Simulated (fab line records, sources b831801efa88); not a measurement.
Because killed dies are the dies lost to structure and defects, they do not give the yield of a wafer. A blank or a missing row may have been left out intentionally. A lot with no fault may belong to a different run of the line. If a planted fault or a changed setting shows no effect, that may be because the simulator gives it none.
fab line records + flow sky130
[record]
- lots = 5
- wafers = 15
- lastDay = 50
route steps=708 shown LDD_N@241 LDD_P@255 LDD_HVN@267
lots that met no fault: from a run of the same line without faults
startH: start of the lot's first displayed wafer, in hours after the record's first day + waitH: hours elapsed since this lot's preceding step + " identical to the entry in the row above + L1.1+2: a row that stands for several wafers + - no value present, or no start provided + * or withheld: withheld + < > ~ a bound
route shown NAME@n: NAME is a module with steps in the file, n the number in the route of the first one + usual: mean and standard deviation over wafers with no fault + same: alike in all rows + chamber/n: place in a boat + sites: each site's reading + _std_site: their standard deviation + _edge_site: mean of outer sites minus mean of inner sites + radiusMm: for every site, how far away it sits from the centre of the wafer + mask NAME#n: copy n + behind: the tool/chamber that last shaped the wafer + hold: reason for holding the lot/hours on hold/outcome of the hold + device: whichever transistor did not switch (one of n, p or np) + end of line: tests of these same wafers at the route's end + a step without rows: its recipe alone + killed: at the first sort, the dies lost to defects and structure; wafer yield is something else + map: a wafer's dies, marking killed ones x, the rest . and places with no die _
set.NAME: the setting as run; set.NAME@STEP: as run at that earlier step + model.NAME: the simulator's own value behind a step, which no gauge read
lots at some steps of the route; a table a step, a row a wafer
services: a tool's chamber out of use, with start hour (startH, from the record's first day; less than 0 if before it), hours out, and reason
[[steps]]
[step SKY_LDD_N_EXPOSE_04]
[recipe]
- maskId = NTM
- targetCdNm = 840
- na = 0.6
- sourceShape = conventional
- sigmaOuter = 0.6
- doseMj = 110
[step SKY_LDD_N_PEB_05]
[recipe]
- tempC = withheld
- timeS = *
- resist = NOVOLAK
[step SKY_LDD_N_DEVELOP_06]
[recipe]
- developTimeS = 60
- devTempC = 23
[step SKY_LDD_N_OVL_MEAS_07]
[usual]
- LDD_N_OVL = -1.0/1.3
| lot.wafer | tool       | chamber | startH | waitH | LDD_N_OVL[nm] |
|-----------|------------|---------|--------|-------|---------------|
| L172.2    | overlay-02 | -       | 465.92 | 0.1   | 1.0           |
| L172.3    | "          | -       | "      | "     | 0.1           |
| L172.4    | "          | -       | "      | "     | -0.5          |
| L176.1    | overlay-01 | -       | 513.02 | 0.1   | -1.6          |
| L176.2    | "          | -       | "      | "     | -0.6          |
| L176.6    | "          | -       | "      | "     | -2.5          |
| L177.2    | overlay-01 | -       | 516.37 | 0.1   | 0.9           |
| L177.3    | "          | -       | "      | "     | 0.2           |
| L177.6    | "          | -       | "      | "     | -0.9          |
| L188.2    | overlay-02 | -       | 605.52 | 0.1   | 0.5           |
| L188.3    | "          | -       | "      | "     | 2.2           |
| L188.6    | "          | -       | "      | "     | 0.9           |
| L187.3    | overlay-02 | -       | 606.13 | 0.1   | 0.8           |
| L187.5    | "          | -       | "      | "     | 0.2           |
| L187.6    | "          | -       | "      | "     | 0.0           |
[step SKY_LDD_N_IMPLANT_08]
[recipe]
- species = As
- energyKev = 20
- doseCm2 = 7.5e+13
- tiltDeg = withheld
- rotationDeg = 23
[step SKY_LDD_N_IMPLANT_09]
[recipe]
- species = As
- energyKev = 20
- doseCm2 = 7.5e+13
- tiltDeg = withheld
- rotationDeg = 113
[step SKY_LDD_N_IMPLANT_10]
[recipe]
- species = As
- energyKev = 20
- doseCm2 = 7.5e+13
- tiltDeg = withheld
- rotationDeg = 203
[step SKY_LDD_N_IMPLANT_11]
[recipe]
- species = As
- energyKev = 20
- doseCm2 = 7.5e+13
- tiltDeg = withheld
- rotationDeg = 293
[step SKY_LDD_N_IMPLANT_12]
[recipe]
- species = BF2
- energyKev = 50
- doseCm2 = 5e+12
- tiltDeg = 30
- rotationDeg = 0
[step SKY_LDD_N_IMPLANT_13]
[recipe]
- species = BF2
- energyKev = 50
- doseCm2 = 5e+12
- tiltDeg = 30
- rotationDeg = 90
[step SKY_LDD_N_IMPLANT_14]
[recipe]
- species = BF2
- energyKev = 50
- doseCm2 = 5e+12
- tiltDeg = 30
- rotationDeg = 180
[step SKY_LDD_N_IMPLANT_15]
[recipe]
- species = BF2
- energyKev = 50
- doseCm2 = 5e+12
- tiltDeg = 30
- rotationDeg = 270
[step SKY_LDD_N_STRIP_16]
[recipe]
- chemistry = O2/N2
- powerW = 1400
- pressureMtorr = 1500
- platenTempC = withheld
- o2FlowSccm = 3000
- n2FlowSccm = 300
- overashFraction = 0.5
[usual]
- drypumpMotorCurrentA = 5.6/0.49
- o2FlowSccm = 3001/10
- oesProductAu = 0.406/0.0048
- stripTimeToEndpointS = 4.314/0.014
| lot.wafer | tool           | chamber | startH | waitH | drypumpMotorCurrentA | o2FlowSccm | oesProductAu | rfHoursCounterH | stripTimeToEndpointS | model.NOVOLAK_of_LDD_N_COAT_02.thkNm |
|-----------|----------------|---------|--------|-------|----------------------|------------|--------------|-----------------|----------------------|--------------------------------------|
| L172.2    | plasmaAsher-04 | 1       | 467.15 | 0.1   | 6.2                  | 3002       | 0.404        | 4               | 4.323                | 0                                    |
| L172.3    | "              | 1       | "      | "     | 6.2                  | 3009       | 0.404        | -               | 4.332                | 0                                    |
| L172.4    | "              | 0       | "      | "     | 5.8                  | 3011       | 0.404        | -               | 4.322                | 0                                    |
| L176.1    | plasmaAsher-04 | 0       | 514.25 | 0.1   | 5.9                  | 3003       | 0.409        | 8               | 4.309                | 0                                    |
| L176.2    | "              | 1       | "      | "     | 6.2                  | 3005       | 0.407        | 8               | 4.301                | 0                                    |
| L176.6    | "              | 1       | "      | "     | 6.3                  | 2987       | 0.402        | -               | 4.283                | 0                                    |
| L177.2    | plasmaAsher-04 | 0       | 517.60 | 0.1   | 5.9                  | 2991       | 0.888        | 9               | -                    | 122.7                                |
| L177.3    | "              | 1       | "      | "     | 6.2                  | 2992       | 0.906        | -               | -                    | 122.8                                |
| L177.6    | "              | 0       | "      | "     | 5.9                  | 3009       | 0.908        | -               | -                    | 122                                  |
| L188.2    | plasmaAsher-01 | 0       | 606.75 | 0.1   | 5.1                  | 3000       | 0.404        | 91              | 4.302                | 0                                    |
| L188.3    | "              | 1       | "      | "     | 5.4                  | 2992       | 0.404        | -               | 4.320                | 0                                    |
| L188.6    | "              | 0       | "      | "     | 5.1                  | 2992       | 0.401        | -               | 4.294                | 0                                    |
| L187.3    | plasmaAsher-03 | 1       | 607.76 | 0.1   | 4.8                  | 2991       | 0.409        | -               | 4.315                | 0                                    |
| L187.5    | "              | 0       | "      | "     | 5.3                  | 2988       | 0.410        | -               | 4.327                | 0                                    |
| L187.6    | "              | 1       | "      | "     | 4.9                  | 2990       | 0.410        | -               | 4.333                | 0                                    |
[step SKY_LDD_N_TW_MEAS_17]
[usual]
- LDD_N_TW = 2582/22
| lot.wafer | tool         | chamber | startH | waitH | LDD_N_TW |
|-----------|--------------|---------|--------|-------|----------|
| L172.2    | filmMetro-01 | -       | 467.26 | 0.1   | 2604     |
| L172.3    | "            | -       | "      | "     | 2612     |
| L172.4    | "            | -       | "      | "     | 2606     |
| L176.1    | filmMetro-03 | -       | 514.35 | 0.1   | 2582     |
| L176.2    | "            | -       | "      | "     | 2584     |
| L176.6    | "            | -       | "      | "     | 2583     |
| L177.2    | filmMetro-04 | -       | 517.71 | 0.1   | 2552     |
| L177.3    | "            | -       | "      | "     | 2550     |
| L177.6    | "            | -       | "      | "     | 2555     |
| L188.2    | filmMetro-01 | -       | 606.86 | 0.1   | 2609     |
| L188.3    | "            | -       | "      | "     | 2602     |
| L188.6    | "            | -       | "      | "     | 2604     |
| L187.3    | filmMetro-03 | -       | 607.85 | 0.1   | 2594     |
| L187.5    | "            | -       | "      | "     | 2602     |
| L187.6    | "            | -       | "      | "     | 2592     |
[step SKY_LDD_P_DEHYDRATE_00]
[recipe]
- tempC = 200
- timeS = 60
[step SKY_LDD_P_HMDS_01]
[recipe]
- primeTimeS = 60
- primeTempC = 120
[step SKY_LDD_P_COAT_02]
[recipe]
- resist = NOVOLAK
- spinRpm = 3000
- resistThkNm = 1140
[step SKY_LDD_P_SOFTBAKE_03]
[recipe]
- tempC = 90
- timeS = 60
- resist = NOVOLAK
[step SKY_LDD_P_EXPOSE_04]
[recipe]
- maskId = PSDM
- na = 0.6
- sourceShape = conventional
- sigmaOuter = 0.6
- polarization = unpolarized
- targetCdNm = 380
- doseMj = 138
[step SKY_LDD_P_PEB_05]
[recipe]
- tempC = withheld
- timeS = *
- resist = NOVOLAK
[step SKY_LDD_P_DEVELOP_06]
[recipe]
- resist = NOVOLAK
- developer = TMAH
- developTimeS = 60
- devTempC = 23
[step SKY_LDD_P_CD_MEAS_07]
[recipe]
- targetCdNm = 380
[usual]
- cdNm = 379.9/2.3
| lot.wafer | tool     | chamber | startH | waitH | cdNm  |
|-----------|----------|---------|--------|-------|-------|
| L172.2    | cdSem-01 | -       | 497.53 | 0.1   | 375.7 |
| L172.3    | "        | -       | "      | "     | 375.6 |
| L172.4    | "        | -       | "      | "     | 374.6 |
| L176.1    | cdSem-01 | -       | 544.11 | 0.1   | 385.7 |
| L176.2    | "        | -       | "      | "     | 383.7 |
| L176.6    | "        | -       | "      | "     | 383.7 |
| L177.2    | cdSem-02 | -       | 547.98 | 0.1   | 377.1 |
| L177.3    | "        | -       | "      | "     | 378.5 |
| L177.6    | "        | -       | "      | "     | 377.8 |
| L188.2    | cdSem-02 | -       | 635.23 | 0.1   | 380.9 |
| L188.3    | "        | -       | "      | "     | 382.7 |
| L188.6    | "        | -       | "      | "     | 382.2 |
| L187.3    | cdSem-02 | -       | 636.52 | 0.1   | 381.8 |
| L187.5    | "        | -       | "      | "     | 382.8 |
| L187.6    | "        | -       | "      | "     | 380.9 |
[step SKY_LDD_P_OVL_MEAS_08]
[usual]
- LDD_P_OVL = -0.8/1.1
| lot.wafer | tool       | chamber | startH | waitH | LDD_P_OVL[nm] |
|-----------|------------|---------|--------|-------|---------------|
| L172.2    | overlay-01 | -       | 497.63 | 0.1   | -1.2          |
| L172.3    | "          | -       | "      | "     | -2.2          |
| L172.4    | "          | -       | "      | "     | -1.8          |
| L176.1    | overlay-01 | -       | 544.23 | 0.1   | 0.3           |
| L176.2    | "          | -       | "      | "     | -0.1          |
| L176.6    | "          | -       | "      | "     | 0.2           |
| L177.2    | overlay-01 | -       | 548.08 | 0.1   | 0.2           |
| L177.3    | "          | -       | "      | "     | -0.8          |
| L177.6    | "          | -       | "      | "     | -0.8          |
| L188.2    | overlay-02 | -       | 635.33 | 0.1   | 0.1           |
| L188.3    | "          | -       | "      | "     | -0.2          |
| L188.6    | "          | -       | "      | "     | 0.1           |
| L187.3    | overlay-02 | -       | 636.62 | 0.1   | 0.9           |
| L187.5    | "          | -       | "      | "     | -0.1          |
| L187.6    | "          | -       | "      | "     | 0.0           |
[step SKY_LDD_P_IMPLANT_09]
[recipe]
- species = BF2
- energyKev = 25
- doseCm2 = 1e+13
- tiltDeg = withheld
[step SKY_LDD_P_STRIP_10]
[recipe]
- chemistry = O2/N2
- powerW = 1400
- pressureMtorr = 1500
- platenTempC = withheld
- o2FlowSccm = 3000
- n2FlowSccm = 300
- overashFraction = 0.5
[usual]
- drypumpMotorCurrentA = 5.7/0.39
- o2FlowSccm = 2997/9
- oesProductAu = 0.716/0.0047
- stripTimeToEndpointS = 14.19/0.043
| lot.wafer | tool           | chamber | startH | waitH | drypumpMotorCurrentA | o2FlowSccm | oesProductAu | rfHoursCounterH | stripTimeToEndpointS |
|-----------|----------------|---------|--------|-------|----------------------|------------|--------------|-----------------|----------------------|
| L172.2    | plasmaAsher-02 | 0       | 497.81 | 0.1   | 5.7                  | 3012       | 0.726        | 67              | 14.18                |
| L172.3    | "              | 0       | "      | "     | 5.7                  | 3000       | 0.711        | -               | 14.22                |
| L172.4    | "              | 1       | "      | "     | 5.8                  | 2993       | 0.722        | -               | 14.23                |
| L176.1    | plasmaAsher-02 | 1       | 544.41 | 0.1   | 5.8                  | 2992       | 0.714        | 71              | 14.23                |
| L176.2    | "              | 0       | "      | "     | 5.7                  | 2997       | 0.719        | 71              | 14.23                |
| L176.6    | "              | 1       | "      | "     | 5.8                  | 2986       | 0.707        | -               | 14.17                |
| L177.2    | plasmaAsher-03 | 0       | 548.26 | 0.1   | 5.3                  | 3001       | 0.725        | 42              | 16.11                |
| L177.3    | "              | 1       | "      | "     | 4.8                  | 2991       | 0.721        | -               | 16.09                |
| L177.6    | "              | 1       | "      | "     | 4.8                  | 2980       | 0.711        | -               | 16.06                |
| L188.2    | plasmaAsher-04 | 0       | 635.51 | 0.1   | 5.9                  | 2993       | 0.712        | 20              | 14.17                |
| L188.3    | "              | 1       | "      | "     | 6.2                  | 3006       | 0.717        | -               | 14.19                |
| L188.6    | "              | 0       | "      | "     | 5.9                  | 2993       | 0.710        | -               | 14.21                |
| L187.3    | plasmaAsher-04 | 1       | 636.82 | 0.1   | 6.2                  | 3003       | 0.716        | -               | 14.15                |
| L187.5    | "              | 1       | "      | "     | 6.2                  | 3004       | 0.715        | -               | 14.15                |
| L187.6    | "              | 0       | "      | "     | 5.8                  | 2997       | 0.714        | -               | 14.16                |
[step SKY_LDD_P_TW_MEAS_11]
[usual]
- LDD_P_TW = 637/3.4
| lot.wafer | tool         | chamber | startH | waitH | LDD_P_TW |
|-----------|--------------|---------|--------|-------|----------|
| L172.2    | filmMetro-02 | -       | 497.92 | 0.1   | 636      |
| L172.3    | "            | -       | "      | "     | 631      |
| L172.4    | "            | -       | "      | "     | 628      |
| L176.1    | filmMetro-03 | -       | 544.51 | 0.1   | 632      |
| L176.2    | "            | -       | "      | "     | 634      |
| L176.6    | "            | -       | "      | "     | 633      |
| L177.2    | filmMetro-03 | -       | 548.37 | 0.1   | 30       |
| L177.3    | "            | -       | "      | "     | 30       |
| L177.6    | "            | -       | "      | "     | 30       |
| L188.2    | filmMetro-01 | -       | 635.62 | 0.1   | 640      |
| L188.3    | "            | -       | "      | "     | 638      |
| L188.6    | "            | -       | "      | "     | 640      |
| L187.3    | filmMetro-02 | -       | 636.91 | 0.1   | 639      |
| L187.5    | "            | -       | "      | "     | 636      |
| L187.6    | "            | -       | "      | "     | 637      |
[step SKY_LDD_HVN_DEHYDRATE_00]
[recipe]
- tempC = 200
- timeS = 60
[[services]]
| tool           | chamber | startH | hours | kind   |
|----------------|---------|--------|-------|--------|
| plasmaAsher-03 | -       | 512.74 | 3.2   | repair |
| plasmaAsher-01 | -       | 559.89 | 14.6  | pm     |
| plasmaAsher-04 | -       | 578.12 | 1.9   | repair |
| plasmaAsher-04 | -       | 599.83 | 4.3   | repair |
| plasmaAsher-02 | -       | 627.12 | 15.6  | pm     |
[[key]]
[firstSign]
- step = SKY_LDD_N_STRIP_16
- reading = oesProductAu
- direction = up
- sigmas = 99+
- usual = 0.406
- struck = 0.901
[effect]
- step = SKY_LDD_P_STRIP_10
- reading = stripTimeToEndpointS
- direction = up
- sigmas = 44
- usual = *
- struck = *
[effect]
- step = SKY_LDD_P_TW_MEAS_11
- reading = LDD_P_TW
- direction = down
- sigmas = 99+
- usual = 637
- struck = 30
[modelEffect]
- step = SKY_LDD_N_STRIP_16
- value = NOVOLAK_of_LDD_N_COAT_02.thkNm
- without = 0
- struck = 122.5
metAt SKY_LDD_N_STRIP_16
struckWafers L177.2,L177.3,L177.6
sortLeftOut L177.2,L177.3,L177.6
testerLeftOut L177
onsetBetween 514.25 517.60
[fault]
- kind = stripAborted
- tool = plasmaAsher-04
- chamber = -
- onsetH = 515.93
- steps = SKY_LDD_N_STRIP_16
- offset = 0.87066
- endH = 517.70
// testerLeftOut: of these lots the tester's yield and bins aren't shown, on N5 and GAA mostly nor the transistor test; their killed dies are dies lost to structure and defects alone, not to doping, threshold or leakage, so they don't give the yield
// sortLeftOut: the simulated sort isn't trusted on such a fault, so these wafers' sort isn't shown, and their yield isn't known
